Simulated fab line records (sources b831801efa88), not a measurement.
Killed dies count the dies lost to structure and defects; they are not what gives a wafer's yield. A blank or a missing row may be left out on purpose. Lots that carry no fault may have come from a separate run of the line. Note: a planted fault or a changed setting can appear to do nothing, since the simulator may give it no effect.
A struck lot beside a sound one | flow sky130 | 19 out of 708 route steps
Sound: wafers L970.2, L970.5, L970.6. Struck: wafers L978.1, L978.5, L978.6. The cause is given at the end.
For every step that has rows: the tool of each side, followed by ch and its chambers, followed by its first start. Under that, the readings that differ: sound wafers | struck wafers | difference of the means | sigmas: that difference in standard deviations of wafers without a fault.
alike: same words and numbers on both sides, and readings whose means sit less than 2 such deviations apart. not compared: any withheld reading, any reading some wafer has no value for, any bound like >300 that may hide the same value, and any number with overlapping values for which the record gives no deviation.
Wherever a step has rows on one side only, a row that says differs or no value, or a row with sigmas, the two part there. When numbers do not overlap yet have no deviation, they are printed without sigmas and do not part them. A reading that every wafer of one side lacks parts them only if that side has two wafers or more.

first, 6 steps without rows for these wafers: SKY_RES_XHIGH_COAT_02 (resist thk 1140 nm); SKY_RES_XHIGH_SOFTBAKE_03 (time 60 s); SKY_RES_XHIGH_EXPOSE_04 (exposes mask URPM, target cd 1270 nm); SKY_RES_XHIGH_PEB_05; SKY_RES_XHIGH_DEVELOP_06 (develop time 60 s); SKY_RES_XHIGH_IMPLANT_07.
SKY_RES_XHIGH_STRIP_08: strips in O2/N2.
  sound on plasma asher-02 ch 0,1, day 27 22:45; struck on plasma asher-03 ch 0,1, day 30 16:19
  reading                      | sound             | struck            | difference | sigmas
  strip time to endpoint s (s) | 14.26 14.30 14.33 | 14.23 14.20 14.20 | -0.09      | -2
  alike: drypump motor current A, oes product au
  not compared: rf hours counter h
SKY_RES_XHIGH_TW_MEAS_09:
  sound on film metro-04, day 27 22:52; struck on film metro-04, day 30 16:25
  alike: RES_XHIGH_TW
then, 4 steps without rows for these wafers: SKY_SD_N_DEHYDRATE_00 (time 60 s); SKY_SD_N_HMDS_01 (prime time 60 s); SKY_SD_N_COAT_02 (resist thk 1140 nm); SKY_SD_N_SOFTBAKE_03 (time 60 s).
SKY_SD_N_EXPOSE_04: exposes mask NSDM, target cd 380 nm.
  sound on iline stepper-02 ch 0, day 28 13:35; struck on iline stepper-01 ch 0, day 31 07:13
  reading                      | sound                   | struck            | difference | sigmas
  model.SD_N.overlay x nm (nm) | -0.6148 -0.6148 -0.6148 | 269.7 269.7 269.7 | +270.3     |
  alike: mask
then, 2 steps without rows for these wafers: SKY_SD_N_PEB_05; SKY_SD_N_DEVELOP_06 (develop time 60 s).
SKY_SD_N_CD_MEAS_07: target cd 380 nm.
  sound on cd sem-01, day 29 03:35; struck on cd sem-02, day 31 20:25
  alike: cd nm
SKY_SD_N_OVL_MEAS_08:
  sound on overlay-02, day 29 03:41; struck on overlay-02, day 31 20:32
  reading       | sound        | struck            | difference | sigmas
  SD_N_OVL (nm) | 0.4 -0.5 0.8 | 271.6 272.6 272.9 | +272.1     | +99 or more
following that, these wafers have no rows for 1 step: SKY_SD_N_IMPLANT_09.
-- record jumps: 17 days separate the struck wafers' starts on either side; left off in module SD_N, taken up again in module PAD_OPEN, whose first shown step is the route's number 708 --
SKY_PAD_OPEN_PROBE_99:
  sound on prober-02, day 47 03:37; struck on prober-01, day 49 00:08
  reading             | sound    | struck      | difference | sigmas
  killed at front end | 16 19 12 | 428 437 425 | +414       | +99 or more
  killed dies         | 89 78 81 | 492 492 492 | +409       | +41
  killed on rim       | 25 16 19 | 96 96 96    | +76        | +21
  alike: killed_at_M0_to_M3, killed_at_M4_up, killed at contacts, killed at other, killed open, killed short

== WHERE THEY PART ==
Earliest at SKY_RES_XHIGH_STRIP_08; latest, in this record, at SKY_PAD_OPEN_PROBE_99.

WHY: the cause the simulator had injected
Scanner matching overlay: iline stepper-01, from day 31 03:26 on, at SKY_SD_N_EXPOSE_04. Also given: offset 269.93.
